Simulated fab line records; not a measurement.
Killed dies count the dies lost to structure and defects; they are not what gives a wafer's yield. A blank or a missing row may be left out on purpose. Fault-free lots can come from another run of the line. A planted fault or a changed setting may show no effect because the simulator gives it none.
fab line records -- flow sky130 -- part 1 of 2: steps 1 to 27 of 36
record lots=5, wafers=15, last-day=49
route steps=708 shown METAL2@500 VIA2@507 METAL3@532
lots with no fault: from the same line, run without faults
start-h: hours from the record's opening day to when the first of the lot's shown wafers began -- wait-h: time in hours since the lot's previous step -- " identical to the entry in the row above -- L1.1+2: a single row standing in for several wafers -- - no value, or no start was given -- * or withheld: withheld -- < > ~ a bound
route shown NAME@n: a module of which the file shows steps, and the number in the route of the first -- usual: mean/standard deviation taken from wafers without a fault -- same: alike in all rows -- chamber/n: place in a boat -- sites: readings site by site -- _std_site: how widely they spread, as a standard deviation -- _edge_site: outer sites' mean less inner sites' -- radius-mm: for every site, how far away it sits from the centre of the wafer -- mask NAME#n: copy n -- behind: the last tool/chamber to shape the wafer -- hold: why the lot was held/for how many hours/how that ended -- device: which transistor (n, p or np) failed to switch -- end of line: tests of these same wafers at the route's end -- step lacking rows: just its recipe -- killed: dies that structure and defects cost at the first sort, which is not the same as the wafer's yield -- map: a wafer's dies, marking killed ones x, the rest . and places with no die _
set.NAME: the setting that was run; set.NAME@STEP: the one run at that earlier step -- model.NAME: the simulator's own value behind a step, which no gauge read
a table for each step, a row for each wafer; lots at some steps of the route
services: from which hour (start-h, from the record's first day; less than 0 if before it) a tool's chamber was out of use, for how many hours, and why
## steps
# step SKY_METAL2_DESCUM_17
# recipe chemistry=O2, source-power-w=150, bias-power-w=0, pressure-mtorr=10, temp-c=40, time-s=8
# usual drypump-motor-current-A=5.7/0.44, oes-product-au=1.001/0.0086
lot.wafer,tool,chamber,start-h,wait-h,drypump-motor-current-A,oes-product-au,rf-hours-counter-h
L081.2,rie-metal-01,1,880.87,0.0,5.4,0.995,9
L081.5,rie-metal-01,0,880.87,0.0,6.3,1.004,-
L081.6,rie-metal-01,1,880.87,0.0,5.4,1.000,-
L082.1,rie-metal-04,1,891.04,0.0,5.3,0.999,9
L082.3,rie-metal-04,1,891.04,0.0,5.3,0.996,-
L082.4,rie-metal-04,0,891.04,0.0,5.8,1.005,-
L086.3,rie-metal-01,0,915.35,0.0,6.3,0.989,-
L086.4,rie-metal-01,1,915.35,0.0,5.3,0.989,-
L086.6,rie-metal-01,0,915.35,0.0,6.3,0.997,-
L090.3,rie-metal-01,0,953.08,0.0,6.3,1.007,-
L090.4,rie-metal-01,1,953.08,0.0,5.4,1.012,-
L090.6,rie-metal-01,1,953.08,0.0,5.4,1.011,-
L093.3,rie-metal-01,0,965.90,0.0,6.3,1.008,-
L093.4,rie-metal-01,1,965.90,0.0,5.4,1.005,-
L093.5,rie-metal-01,0,965.90,0.0,6.3,1.000,-
# step SKY_METAL2_ETCH_18
# recipe chemistry=N2/H2, target=BARC, ion-energy-ev=200, bias-w=100, pressure-mtorr=30, n2-flow-sccm=100, h2-flow-sccm=200, icp-w=500, stop-on=SiO2, time-s=45.9, target-depth-a=600
# usual drypump-motor-current-A=5.7/0.43, oes-product-au=0.856/0.0048, throttle-valve-pct=13.225/0.0094
lot.wafer,tool,chamber,start-h,wait-h,drypump-motor-current-A,oes-product-au,rf-hours-counter-h,throttle-valve-pct
L081.2,rie-metal-01,1,880.90,0.0,5.4,0.859,9,13.231
L081.5,rie-metal-01,0,880.90,0.0,6.3,0.858,-,13.241
L081.6,rie-metal-01,1,880.90,0.0,5.4,0.853,-,13.215
L082.1,rie-metal-04,1,891.07,0.0,5.4,0.850,9,13.234
L082.3,rie-metal-04,1,891.07,0.0,5.3,0.849,-,13.222
L082.4,rie-metal-04,0,891.07,0.0,5.9,0.853,-,13.238
L086.3,rie-metal-01,0,915.39,0.0,6.3,0.854,-,13.220
L086.4,rie-metal-01,1,915.39,0.0,5.4,0.848,-,13.211
L086.6,rie-metal-01,0,915.39,0.0,6.3,0.840,-,13.227
L090.3,rie-metal-01,0,953.12,0.0,6.2,0.855,-,13.217
L090.4,rie-metal-01,1,953.12,0.0,5.4,0.856,-,13.211
L090.6,rie-metal-01,1,953.12,0.0,5.4,0.849,-,13.218
L093.3,rie-metal-01,0,965.94,0.0,6.2,0.853,-,13.229
L093.4,rie-metal-01,1,965.94,0.0,5.4,0.850,-,13.227
L093.5,rie-metal-01,0,965.94,0.0,6.3,0.857,-,13.236
# step SKY_METAL2_METAL_ETCH_19
# recipe target-depth-a=3600, stop-on=SiO2, over-etch-frac=0.311, time-s=78, chemistry=Cl2/BCl3, resist-sidewall-deg=88, pressure-mtorr=10, icp-w=900, bias-w=48.5, Cl2_flow_sccm=60, bcl3-flow-sccm=30
# usual drypump-motor-current-A=5.7/0.44, oes-product-au=0.849/0.0068, throttle-valve-pct=22.262/0.0094
lot.wafer,tool,chamber,start-h,wait-h,drypump-motor-current-A,oes-product-au,rf-hours-counter-h,throttle-valve-pct
L081.2,rie-metal-01,1,880.96,0.0,5.4,0.857,9,22.261
L081.5,rie-metal-01,0,880.96,0.0,6.2,0.852,-,22.263
L081.6,rie-metal-01,1,880.96,0.0,5.4,0.848,-,22.271
L082.1,rie-metal-04,1,891.13,0.0,5.3,0.858,9,22.265
L082.3,rie-metal-04,1,891.13,0.0,5.3,0.861,-,22.279
L082.4,rie-metal-04,0,891.13,0.0,5.8,0.859,-,22.262
L086.3,rie-metal-01,0,915.46,0.1,6.2,0.846,-,22.267
L086.4,rie-metal-01,1,915.46,0.1,5.4,0.844,-,22.271
L086.6,rie-metal-01,0,915.46,0.1,6.2,0.840,-,22.270
L090.3,rie-metal-01,0,953.19,0.1,6.3,0.857,-,22.272
L090.4,rie-metal-01,1,953.19,0.1,5.4,0.848,-,22.251
L090.6,rie-metal-01,1,953.19,0.1,5.4,0.842,-,22.263
L093.3,rie-metal-01,0,966.01,0.1,6.3,0.842,-,22.263
L093.4,rie-metal-01,1,966.01,0.1,5.4,0.849,-,22.263
L093.5,rie-metal-01,0,966.01,0.1,6.3,0.860,-,22.273
# step SKY_METAL2_STRIP_20
# recipe chemistry=O2/N2, power-w=1400, pressure-mtorr=1500, platen-temp-c=withheld, o2-flow-sccm=3000, n2-flow-sccm=300, overash-fraction=0.5
# usual drypump-motor-current-A=5.63/0.25, oes-product-au=0.342/0.0043, strip-time-to-endpoint-s=2.67/0.031
lot.wafer,tool,chamber,start-h,wait-h,drypump-motor-current-A,oes-product-au,rf-hours-counter-h,strip-time-to-endpoint-s
L081.2,plasma-asher-04,1,881.05,0.1,5.94,0.340,45,2.63
L081.5,plasma-asher-04,0,881.05,0.1,5.67,0.338,-,2.62
L081.6,plasma-asher-04,1,881.05,0.1,5.96,0.338,-,2.63
L082.1,plasma-asher-04,1,891.22,0.1,5.94,0.347,46,2.66
L082.3,plasma-asher-04,0,891.22,0.1,5.66,0.339,-,2.66
L082.4,plasma-asher-04,1,891.22,0.1,5.96,0.334,-,2.66
L086.3,plasma-asher-04,1,915.55,0.1,5.94,0.345,-,2.67
L086.4,plasma-asher-04,0,915.55,0.1,5.66,0.343,-,2.70
L086.6,plasma-asher-04,1,915.55,0.1,5.94,0.344,-,2.65
L090.3,plasma-asher-01,1,953.28,0.1,5.47,0.336,-,2.68
L090.4,plasma-asher-01,0,953.28,0.1,5.57,0.342,-,2.65
L090.6,plasma-asher-01,1,953.28,0.1,5.44,0.340,-,2.66
L093.3,plasma-asher-01,0,966.10,0.1,5.58,0.345,-,2.64
L093.4,plasma-asher-01,1,966.10,0.1,5.45,0.345,-,2.68
L093.5,plasma-asher-01,0,966.10,0.1,5.58,0.340,-,2.64
# step SKY_METAL2_STRIP_21
# recipe chemistry=post-etch-residue-remover, time-s=1200, temp-c=72.5
lot.wafer,tool,chamber,start-h,wait-h
L081.2+5+6,wet-bench-02,3,881.15,0.1
L082.1+3+4,wet-bench-01,1,891.32,0.1
L086.3+4+6,wet-bench-04,0,915.62,0.0
L090.3+4+6,wet-bench-02,3,953.35,0.0
L093.3+4+5,wet-bench-02,2,966.17,0.0
# step SKY_METAL2_CLEAN_22
# recipe chemistry=IPA, time-s=180, temp-c=25
lot.wafer,tool,chamber,start-h,wait-h
L081.2+5+6,wet-bench-04,0,881.49,0.0
L082.1+3+4,wet-bench-04,2,891.66,0.0
L086.3+4+6,wet-bench-01,0,915.96,0.0
L090.3+4+6,wet-bench-01,1,953.69,0.0
L093.3+4+5,wet-bench-04,1,966.51,0.0
# step SKY_METAL2_CLEAN_23
# recipe chemistry=O3/DIW, dry=n2-spin
lot.wafer,tool,chamber,start-h,wait-h
L081.2+5+6,wet-bench-01,0,881.56,0.0
L082.1+3+4,wet-bench-02,3,891.72,0.0
L086.3+4+6,wet-bench-04,3,916.02,0.0
L090.3+4+6,wet-bench-04,1,953.75,0.0
L093.3+4+5,wet-bench-01,0,966.58,0.0
# step SKY_VIA2_HDPCVD_00
# recipe material=SiO2, target-thk-nm=1180, sigma-open-frac=0.3, time-s=196.7, temp-c=400, sih4-flow-sccm=60, pressure-mtorr=6
# usual pressure-mtorr=6.001/0.011
lot.wafer,tool,chamber,start-h,wait-h,pressure-mtorr
L081.2,hdpcvd-01,2,881.65,0.0,5.986
L081.5,hdpcvd-01,1,881.65,0.0,6.008
L081.6,hdpcvd-01,2,881.65,0.0,5.992
L082.1,hdpcvd-02,2,891.82,0.0,6.005
L082.3,hdpcvd-02,0,891.82,0.0,5.986
L082.4,hdpcvd-02,2,891.82,0.0,5.996
L086.3,hdpcvd-01,2,916.11,0.0,5.997
L086.4,hdpcvd-01,2,916.11,0.0,6.003
L086.6,hdpcvd-01,0,916.11,0.0,6.019
L090.3,hdpcvd-02,1,953.84,0.0,5.984
L090.4,hdpcvd-02,0,953.84,0.0,6.003
L090.6,hdpcvd-02,1,953.84,0.0,5.981
L093.3,hdpcvd-01,0,966.67,0.0,5.991
L093.4,hdpcvd-01,1,966.67,0.0,5.979
L093.5,hdpcvd-01,2,966.67,0.0,5.985
# step SKY_VIA2_THK_MEAS_01
# recipe reads=SiO2_of_VIA2_HDPCVD_00
# usual VIA2_HDPCVD_THK=1175/17
lot.wafer,tool,chamber,start-h,wait-h,VIA2_HDPCVD_THK[nm]
L081.2,film-metro-04,-,881.78,0.1,1189
L081.5,film-metro-04,-,881.78,0.1,1200
L081.6,film-metro-04,-,881.78,0.1,1201
L082.1,film-metro-02,-,891.95,0.1,1175
L082.3,film-metro-02,-,891.95,0.1,1177
L082.4,film-metro-02,-,891.95,0.1,1190
L086.3,film-metro-02,-,916.26,0.1,1190
L086.4,film-metro-02,-,916.26,0.1,1179
L086.6,film-metro-02,-,916.26,0.1,1180
L090.3,film-metro-02,-,953.99,0.1,1151
L090.4,film-metro-02,-,953.99,0.1,1176
L090.6,film-metro-02,-,953.99,0.1,1143
L093.3,film-metro-02,-,966.81,0.1,1207
L093.4,film-metro-02,-,966.81,0.1,1207
L093.5,film-metro-02,-,966.81,0.1,1207
# step SKY_VIA2_CMP_02
# recipe material=SiO2, down-force-psi=4, platen-rpm=60, pad-velocity-m-s=0.94248
# usual motor-current-A=12.2/1
lot.wafer,tool,chamber,start-h,wait-h,motor-current-A
L081.2,cmp-01,3,881.98,0.2,13.2
L081.6,cmp-01,0,881.98,0.2,12.6
L081.5,cmp-01,1,881.98,0.2,13.5
L082.3,cmp-01,2,892.06,0.1,11.5
L082.1,cmp-01,3,892.06,0.1,13.7
L082.4,cmp-01,0,892.06,0.1,11.8
L086.3,cmp-02,3,916.35,0.1,12.0
L086.4,cmp-02,0,916.35,0.1,11.4
L086.6,cmp-02,2,916.35,0.1,12.4
L090.3,cmp-01,2,954.08,0.1,11.7
L090.4,cmp-01,0,954.08,0.1,12.8
L090.6,cmp-01,1,954.08,0.1,13.5
L093.3,cmp-01,3,966.85,0.0,13.1
L093.4,cmp-01,0,966.85,0.0,11.9
L093.5,cmp-01,0,966.85,0.0,12.4
# step SKY_VIA2_BOW_MEAS_03
# recipe mode=bow
# usual VIA2_BOW=87/7.8
lot.wafer,tool,chamber,start-h,wait-h,VIA2_BOW[um]
L081.2,film-metro-03,-,882.15,0.1,90
L081.5,film-metro-03,-,882.15,0.1,83
L081.6,film-metro-03,-,882.15,0.1,79
L082.1,film-metro-04,-,892.31,0.1,91
L082.3,film-metro-04,-,892.31,0.1,93
L082.4,film-metro-04,-,892.31,0.1,75
L086.3,film-metro-04,-,916.64,0.2,95
L086.4,film-metro-04,-,916.64,0.2,79
L086.6,film-metro-04,-,916.64,0.2,100
L090.3,film-metro-03,-,954.37,0.2,86
L090.4,film-metro-03,-,954.37,0.2,84
L090.6,film-metro-03,-,954.37,0.2,79
L093.3,film-metro-03,-,967.19,0.3,83
L093.4,film-metro-03,-,967.19,0.3,90
L093.5,film-metro-03,-,967.19,0.3,89
# step SKY_VIA2_DEHYDRATE_04
# recipe temp-c=200, time-s=60
lot.wafer,tool,chamber,start-h,wait-h
L081.2+5+6,litho-track-03,0,893.90,11.7
L082.1+3+4,litho-track-03,0,904.98,12.7
L086.3+4+6,litho-track-02,0,928.36,11.7
L090.3+4+6,litho-track-04,0,965.82,11.4
L093.3+4+5,litho-track-02,0,978.16,10.9
# step SKY_VIA2_HMDS_05
# recipe prime-time-s=60, prime-temp-c=120
# usual prime-temp-c=120.01/0.15
# same prime-time-s=60
lot.wafer,tool,chamber,start-h,wait-h,prime-temp-c
L081.2,litho-track-03,0,894.05,0.1,119.99
L081.5,litho-track-03,0,894.05,0.1,119.98
L081.6,litho-track-03,0,894.05,0.1,119.83
L082.1,litho-track-03,0,905.13,0.1,120.16
L082.3,litho-track-03,0,905.13,0.1,120.06
L082.4,litho-track-03,0,905.13,0.1,119.89
L086.3,litho-track-02,0,928.51,0.1,120.26
L086.4,litho-track-02,0,928.51,0.1,120.15
L086.6,litho-track-02,0,928.51,0.1,119.98
L090.3,litho-track-04,0,965.97,0.1,119.97
L090.4,litho-track-04,0,965.97,0.1,119.98
L090.6,litho-track-04,0,965.97,0.1,120.01
L093.3,litho-track-02,0,978.31,0.1,119.87
L093.4,litho-track-02,0,978.31,0.1,119.83
L093.5,litho-track-02,0,978.31,0.1,119.78
# step SKY_VIA2_COAT_06
# recipe resist=BARC, temp-c=withheld, time-s=withheld, spin-rpm=3000, resist-thk-nm=60
# usual spin-speed-rpm=3000.1/1.9
lot.wafer,tool,chamber,start-h,wait-h,spin-speed-rpm
L081.2,litho-track-03,0,894.20,0.1,2998.5
L081.5,litho-track-03,0,894.20,0.1,3001.0
L081.6,litho-track-03,0,894.20,0.1,3000.8
L082.1,litho-track-03,0,905.28,0.1,3001.5
L082.3,litho-track-03,0,905.28,0.1,3003.5
L082.4,litho-track-03,0,905.28,0.1,3003.6
L086.3,litho-track-02,0,928.66,0.1,2995.5
L086.4,litho-track-02,0,928.66,0.1,3003.1
L086.6,litho-track-02,0,928.66,0.1,2999.8
L090.3,litho-track-04,0,966.12,0.1,2998.5
L090.4,litho-track-04,0,966.12,0.1,2999.1
L090.6,litho-track-04,0,966.12,0.1,2998.0
L093.3,litho-track-02,0,978.46,0.1,2999.6
L093.4,litho-track-02,0,978.46,0.1,3000.8
L093.5,litho-track-02,0,978.46,0.1,3002.7
# step SKY_VIA2_COAT_07
# recipe resist=KrF-thick, spin-rpm=3000, resist-thk-nm=450
# usual spin-speed-rpm=3000.1/1.9
lot.wafer,tool,chamber,start-h,wait-h,spin-speed-rpm
L081.2,litho-track-03,0,-,-,2999.7
L081.5,litho-track-03,0,-,-,3001.6
L081.6,litho-track-03,0,-,-,2998.9
L082.1,litho-track-03,0,-,-,3001.5
L082.3,litho-track-03,0,-,-,3000.2
L082.4,litho-track-03,0,-,-,3001.3
L086.3,litho-track-02,0,-,-,3001.0
L086.4,litho-track-02,0,-,-,2997.3
L086.6,litho-track-02,0,-,-,3003.9
L090.3,litho-track-04,0,-,-,3002.6
L090.4,litho-track-04,0,-,-,3001.3
L090.6,litho-track-04,0,-,-,2999.5
L093.3,litho-track-02,0,-,-,3001.8
L093.4,litho-track-02,0,-,-,2998.2
L093.5,litho-track-02,0,-,-,2998.2
# step SKY_VIA2_SOFTBAKE_08
# recipe temp-c=100, time-s=90, resist=KrF-thick
lot.wafer,tool,chamber,start-h,wait-h
L081.2+5+6,litho-track-03,0,-,-
L082.1+3+4,litho-track-03,0,-,-
L086.3+4+6,litho-track-02,0,-,-
L090.3+4+6,litho-track-04,0,-,-
L093.3+4+5,litho-track-02,0,-,-
# step SKY_VIA2_EXPOSE_09
# recipe mask-id=VIM2, na=0.8, source-shape=annular, sigma-inner=0.55, sigma-outer=0.85, target-cd-nm=200, dose-mj=38
lot.wafer,tool,chamber,start-h,wait-h,mask
L081.2+5+6,krf-scanner-02,0,-,-,VIM2#0
L082.1+3+4,krf-scanner-01,0,-,-,VIM2#0
L086.3+4+6,krf-scanner-01,0,-,-,VIM2#0
L090.3+4+6,krf-scanner-01,0,-,-,VIM2#0
L093.3+4+5,krf-scanner-02,0,-,-,VIM2#0
# step SKY_VIA2_PEB_10
# recipe peb-temp-c=withheld, peb-time-s=withheld, resist=KrF-thick
lot.wafer,tool,chamber,start-h,wait-h
L081.2+5+6,litho-track-02,0,-,-
L082.1+3+4,litho-track-02,0,-,-
L086.3+4+6,litho-track-03,0,-,-
L090.3+4+6,litho-track-03,0,-,-
L093.3+4+5,litho-track-04,0,-,-
# step SKY_VIA2_DEVELOP_11
# recipe develop-time-s=61.97, resist=KrF-thick, dev-temp-c=21
# same develop-time-s=61.97
lot.wafer,tool,chamber,start-h,wait-h
L081.2+5+6,litho-track-02,0,-,-
L082.1+3+4,litho-track-02,0,-,-
L086.3+4+6,litho-track-03,0,-,-
L090.3+4+6,litho-track-03,0,-,-
L093.3+4+5,litho-track-04,0,-,-
# step SKY_VIA2_CD_MEAS_12
# recipe target-cd-nm=200
# usual cd-nm=199.8/1.3
lot.wafer,tool,chamber,start-h,wait-h,cd-nm
L081.2,cd-sem-01,-,907.63,-,201.0
L081.5,cd-sem-01,-,907.63,-,201.0
L081.6,cd-sem-01,-,907.63,-,202.3
L082.1,cd-sem-01,-,918.01,-,202.1
L082.3,cd-sem-01,-,918.01,-,201.9
L082.4,cd-sem-01,-,918.01,-,199.6
L086.3,cd-sem-02,-,941.54,-,200.2
L086.4,cd-sem-02,-,941.54,-,202.1
L086.6,cd-sem-02,-,941.54,-,198.3
L090.3,cd-sem-02,-,978.42,-,201.0
L090.4,cd-sem-02,-,978.42,-,199.1
L090.6,cd-sem-02,-,978.42,-,198.8
L093.3,cd-sem-02,-,990.36,-,199.4
L093.4,cd-sem-02,-,990.36,-,198.7
L093.5,cd-sem-02,-,990.36,-,200.4
# step SKY_VIA2_OVL_MEAS_13
# usual VIA2_OVL=2/6.7
lot.wafer,tool,chamber,start-h,wait-h,VIA2_OVL[nm]
L081.2,overlay-02,-,907.74,0.1,-1
L081.5,overlay-02,-,907.74,0.1,7
L081.6,overlay-02,-,907.74,0.1,1
L082.1,overlay-02,-,918.13,0.1,9
L082.3,overlay-02,-,918.13,0.1,9
L082.4,overlay-02,-,918.13,0.1,-1
L086.3,overlay-02,-,941.63,0.1,9
L086.4,overlay-02,-,941.63,0.1,4
L086.6,overlay-02,-,941.63,0.1,11
L090.3,overlay-01,-,978.51,0.1,9
L090.4,overlay-01,-,978.51,0.1,-4
L090.6,overlay-01,-,978.51,0.1,12
L093.3,overlay-01,-,990.45,0.1,1
L093.4,overlay-01,-,990.45,0.1,11
L093.5,overlay-01,-,990.45,0.1,-3
# step SKY_VIA2_ETCH_14
# recipe chemistry=N2/H2, target=BARC, ion-energy-ev=200, source-w=500, bias-w=100, pressure-mtorr=30, n2-flow-sccm=100, h2-flow-sccm=200, stop-on=SiO2, time-s=45.9, target-depth-a=600
# usual drypump-motor-current-A=5.8/0.43, oes-product-au=0.855/0.0042, throttle-valve-pct=13.224/0.0079
lot.wafer,tool,chamber,start-h,wait-h,drypump-motor-current-A,oes-product-au,rf-hours-counter-h,throttle-valve-pct
L081.2,rie-diel-02,0,907.77,0.0,6.7,0.861,16,13.227
L081.5,rie-diel-02,1,907.77,0.0,6.0,0.856,-,13.230
L081.6,rie-diel-02,0,907.77,0.0,6.7,0.857,-,13.225
L082.1,rie-diel-02,1,918.17,0.0,6.0,0.859,14,13.226
L082.3,rie-diel-02,2,918.17,0.0,5.2,0.857,15,13.231
L082.4,rie-diel-02,3,918.17,0.0,5.1,0.860,12,13.221
L086.3,rie-diel-03,1,941.66,0.0,5.9,0.850,18,13.222
L086.4,rie-diel-03,3,941.66,0.0,5.9,0.852,12,13.222
L086.6,rie-diel-03,0,941.66,0.0,6.1,0.848,-,13.222
L090.3,rie-diel-02,1,978.54,0.0,6.0,0.851,15,13.228
L090.4,rie-diel-02,3,978.54,0.0,5.1,0.853,14,13.221
L090.6,rie-diel-02,1,978.54,0.0,6.0,0.859,-,13.228
L093.3,rie-diel-02,3,990.47,0.0,5.0,0.853,15,13.231
L093.4,rie-diel-02,0,990.47,0.0,6.7,0.857,19,13.229
L093.5,rie-diel-02,0,990.47,0.0,6.7,0.862,-,13.236
# step SKY_VIA2_ETCH_15
# recipe target=SiO2, chemistry=C4F8/O2/Ar, target-depth-nm=546, stop-on=TiN, mask-material=KrF-thick, source-w=1500, bias-w=1200, pressure-mtorr=40, c4f8-flow-sccm=withheld, O2_flow_sccm=6, Ar_flow_sccm=300, time-s=84
# usual oes-product-au=0.940/0.0047
lot.wafer,tool,chamber,start-h,wait-h,oes-product-au,rf-hours-counter-h
L081.2,rie-diel-02,0,907.81,0.0,0.942,16
L081.5,rie-diel-02,1,907.81,0.0,0.946,-
L081.6,rie-diel-02,0,907.81,0.0,0.938,-
L082.1,rie-diel-02,1,918.21,0.0,0.935,14
L082.3,rie-diel-02,2,918.21,0.0,0.939,15
L082.4,rie-diel-02,3,918.21,0.0,0.942,12
L086.3,rie-diel-03,1,941.70,0.0,0.943,18
L086.4,rie-diel-03,3,941.70,0.0,0.942,12
L086.6,rie-diel-03,0,941.70,0.0,0.940,-
L090.3,rie-diel-02,1,978.58,0.0,0.941,15
L090.4,rie-diel-02,3,978.58,0.0,0.938,14
L090.6,rie-diel-02,1,978.58,0.0,0.941,-
L093.3,rie-diel-02,3,990.52,0.0,0.937,15
L093.4,rie-diel-02,0,990.52,0.0,0.933,19
L093.5,rie-diel-02,0,990.52,0.0,0.933,-
# step SKY_VIA2_STRIP_16
# recipe chemistry=O2/N2, power-w=1400, pressure-mtorr=1500, platen-temp-c=withheld, o2-flow-sccm=3000, n2-flow-sccm=300, overash-fraction=0.5
# usual drypump-motor-current-A=5.62/0.26, oes-product-au=0.399/0.0038, strip-time-to-endpoint-s=4.051/0.028
lot.wafer,tool,chamber,start-h,wait-h,drypump-motor-current-A,oes-product-au,rf-hours-counter-h,strip-time-to-endpoint-s
L081.2,plasma-asher-04,1,907.87,0.0,5.96,0.404,48,4.062
L081.5,plasma-asher-04,0,907.87,0.0,5.65,0.396,-,4.033
L081.6,plasma-asher-04,1,907.87,0.0,5.94,0.401,-,4.086
L082.1,plasma-asher-04,0,918.27,0.0,5.67,0.396,49,4.022
L082.3,plasma-asher-04,1,918.27,0.0,5.92,0.396,-,4.074
L082.4,plasma-asher-04,0,918.27,0.0,5.68,0.400,-,4.076
L086.3,plasma-asher-02,1,941.79,0.1,5.24,0.398,-,4.064
L086.4,plasma-asher-02,0,941.79,0.1,5.77,0.399,-,4.068
L086.6,plasma-asher-02,1,941.79,0.1,5.23,0.398,-,4.040
L090.3,plasma-asher-02,0,978.67,0.1,5.79,0.399,-,4.033
L090.4,plasma-asher-02,1,978.67,0.1,5.26,0.397,-,4.047
L090.6,plasma-asher-02,1,978.67,0.1,5.23,0.400,-,4.034
L093.3,plasma-asher-04,1,990.61,0.1,5.98,0.403,-,4.069
L093.4,plasma-asher-04,0,990.61,0.1,5.66,0.398,-,4.088
L093.5,plasma-asher-04,0,990.61,0.1,5.67,0.401,-,4.103
# step SKY_VIA2_STRIP_17
# recipe chemistry=post-etch-residue-remover, time-s=1200, temp-c=72.5
lot.wafer,tool,chamber,start-h,wait-h
L081.2+5+6,wet-bench-03,0,907.97,0.1
L082.1+3+4,wet-bench-04,2,918.37,0.1
L086.3+4+6,wet-bench-03,0,941.86,0.0
L090.3+4+6,wet-bench-03,3,978.74,0.0
L093.3+4+5,wet-bench-01,3,990.71,0.1
# step SKY_VIA2_CLEAN_18
# recipe chemistry=IPA, time-s=180, temp-c=25
lot.wafer,tool,chamber,start-h,wait-h
L081.2+5+6,wet-bench-01,0,908.31,0.0
L082.1+3+4,wet-bench-03,2,918.74,0.0
L086.3+4+6,wet-bench-03,2,942.20,0.0
L090.3+4+6,wet-bench-01,2,979.11,0.0
L093.3+4+5,wet-bench-03,3,991.06,0.0
# step SKY_VIA2_CLEAN_19
# recipe chemistry=O3/DIW, dry=n2-spin
lot.wafer,tool,chamber,start-h,wait-h
L081.2+5+6,wet-bench-03,2,908.37,0.0
L082.1+3+4,wet-bench-04,0,918.80,0.0
L086.3+4+6,wet-bench-03,0,942.26,0.0
L090.3+4+6,wet-bench-04,1,979.17,0.0
L093.3+4+5,wet-bench-04,3,991.11,0.0
